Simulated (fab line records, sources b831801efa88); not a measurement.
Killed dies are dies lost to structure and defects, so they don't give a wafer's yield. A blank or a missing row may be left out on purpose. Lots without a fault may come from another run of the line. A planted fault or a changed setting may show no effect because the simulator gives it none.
Chamber matching | flow sky130 | SKY_CAP2M_CVD_00 on pecvd-01: 3 sister chambers
The step deposits SiO2, target thk 15.5 nm. 3 wafers are shown with their chamber, then 7 later ones without.

WAFERS WITH THEIR CHAMBER
wafer  | chamber | susceptor_temp_C (C)
L549.5 | 0       | 399.98
L555.3 | 1       | 400.11
L555.4 | 2       | 400.16

WAFERS WITHOUT THEIR CHAMBER
wafer  | susceptor_temp_C (C)
L555.5 | 399.79
L559.1 | 400.42
L559.2 | 399.98
L559.4 | 400.16
L561.1 | 400.28
L561.4 | 400.15
L561.6 | 400.18

WHICH CHAMBER EACH WENT THROUGH
wafer  | from the rows above          | in truth
L555.5 | can't be placed: 0 or 1 or 2 | 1
L559.1 | can't be placed: 2 or 1 or 0 | 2
L559.2 | can't be placed: 0 or 1 or 2 | 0
L559.4 | can't be placed: 2 or 1 or 0 | 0
L561.1 | can't be placed: 2 or 1 or 0 | 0
L561.4 | can't be placed: 2 or 1 or 0 | 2
L561.6 | can't be placed: 2 or 1 or 0 | 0
Placed correctly: 0 of 7. Can't be placed from these rows: 7 (the true chamber is among the candidates in 7). Placed wrongly: 0.
How it was worked out, from the rows above alone: a wafer's distance from a chamber is the root of the sum, over the readings, of the square of ((its reading less the chamber's mean) divided by the reading's scatter). The wafer belongs to the nearest chamber; if the next one is less than 2 further off, it can't be placed. A chamber's mean is the mean of its shown wafers. The scatter: with one shown wafer a chamber, the root of the mean of the squares of how far each hidden wafer lies from its nearest shown one.
